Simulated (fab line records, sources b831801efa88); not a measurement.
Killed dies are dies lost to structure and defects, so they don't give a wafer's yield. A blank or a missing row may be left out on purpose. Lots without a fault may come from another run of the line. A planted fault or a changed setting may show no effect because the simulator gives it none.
A struck lot beside a sound one | flow gf180mcu | 23 steps out of a route of 602
Sound: wafers L313.1, L313.2, L313.5. Struck: wafers L308.2, L308.3, L308.6. The cause comes at the end.
At each step with rows: each side's tool, then ch and its chambers, then its first start. Under that, the readings that differ: sound wafers | struck wafers | difference of the means | sigmas: that difference in standard deviations of wafers without a fault.
alike: readings whose means differ by less than 2 such deviations, and words and numbers that are the same on both sides. not compared: withheld readings, readings that some wafer has no value for, bounds like >300 that may hide the same value, and numbers for which the record gives no deviation and whose values overlap.
The two part at a step that has a row with sigmas, a row that says differs or no value, or rows on one side only. Numbers that don't overlap but have no deviation are shown without sigmas and don't part them. A reading that every wafer of one side lacks parts them only if that side has two wafers or more.

first, 4 steps without rows for these wafers: GF_NSD_SOFTBAKE_03 (time 60 s); GF_NSD_EXPOSE_04 (exposes mask Nplus, target cd 400 nm); GF_NSD_PEB_05; GF_NSD_DEVELOP_06 (develop time 60 s).
GF_NSD_CD_MEAS_07: target cd 400 nm.
  sound on cd_sem-02, day 19 17:29; struck on cd_sem-01, day 17 07:45
  alike: cd_nm
GF_NSD_OVL_MEAS_08:
  sound on overlay-02, day 19 17:36; struck on overlay-01, day 17 07:52
  alike: NSD_OVL
then, 2 steps without rows for these wafers: GF_NSD_IMPLANT_09; GF_NSD_IMPLANT_10.
GF_NSD_STRIP_11: strips in O2/N2.
  sound on plasma_asher-01 ch 0,1, day 19 17:56; struck on plasma_asher-01 ch 0,1, day 17 08:11
  alike: drypump_motor_current_A, heater_power_w, oes_product_au, strip_time_to_endpoint_s
  not compared: rf_hours_counter_h
GF_NSD_TW_MEAS_12:
  sound on film_metro-02, day 19 18:02; struck on film_metro-02, day 17 08:18
  alike: NSD_TW
then, 2 steps without rows for these wafers: GF_PSD_DEHYDRATE_00 (time 60 s); GF_PSD_HMDS_01 (prime time 60 s).
GF_PSD_COAT_02: resist thk 1000 nm.
  sound on litho_track-02 ch 0, day 20 05:59; struck on litho_track-01 ch 0, day 17 18:48
  reading                                  | sound                | struck               | difference | sigmas
  spin_speed_rpm (rpm)                     | 3001.2 3000.8 2995.8 | 3144.5 3151.1 3152.9 | +150.2     | +63
  model.NOVOLAK_of_PSD_COAT_02.thk_nm (nm) | 997 1001 1002        | 976.9 974.6 974.8    | -24.6      |
then, 3 steps without rows for these wafers: GF_PSD_SOFTBAKE_03 (time 60 s); GF_PSD_EXPOSE_04 (exposes mask Pplus, target cd 400 nm); GF_PSD_PEB_05.
GF_PSD_DEVELOP_06: develop time 60 s.
  sound on litho_track-01 ch 0, day 20 18:05; struck on litho_track-02 ch 0, day 18 06:49
  reading                                  | sound           | struck            | difference | sigmas
  model.NOVOLAK_of_PSD_COAT_02.thk_nm (nm) | 996.6 1000 1002 | 976.5 974.2 974.4 | -24.5      |
GF_PSD_CD_MEAS_07: target cd 400 nm.
  sound on cd_sem-01, day 20 18:16; struck on cd_sem-02, day 18 06:57
  alike: cd_nm
GF_PSD_OVL_MEAS_08:
  sound on overlay-01, day 20 18:23; struck on overlay-02, day 18 07:04
  reading      | sound       | struck        | difference | sigmas
  PSD_OVL (nm) | 2.1 2.2 1.3 | -2.9 0.1 -1.8 | -3.4       | -2
then, 1 step without rows for these wafers: GF_PSD_IMPLANT_09.
GF_PSD_STRIP_10: strips in O2/N2.
  sound on plasma_asher-03 ch 0,1, day 20 18:35; struck on plasma_asher-02 ch 0,1, day 18 07:14
  reading                      | sound             | struck            | difference | sigmas
  strip_time_to_endpoint_s (s) | 16.51 16.56 16.56 | 16.23 16.21 16.22 | -0.32      | -9
  alike: drypump_motor_current_A, heater_power_w, oes_product_au
  not compared: rf_hours_counter_h
GF_PSD_TW_MEAS_11:
  sound on film_metro-01, day 20 18:43; struck on film_metro-04, day 18 07:21
  reading | sound          | struck         | difference | sigmas
  PSD_TW  | 3241 3212 3223 | 3129 3120 3136 | -97        | -3
GF_PASSIVATION_PROBE_99:
  the record has rows for the sound wafers here (prober-02, day 34 00:37) and none for the struck ones

WHERE THEY PART
First at GF_PSD_COAT_02; last, within this record, at GF_PASSIVATION_PROBE_99.

WHY: what the simulator had put in
Process parameter drift: litho_track-01, from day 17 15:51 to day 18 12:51, at GF_PSD_COAT_02. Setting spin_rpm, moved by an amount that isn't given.
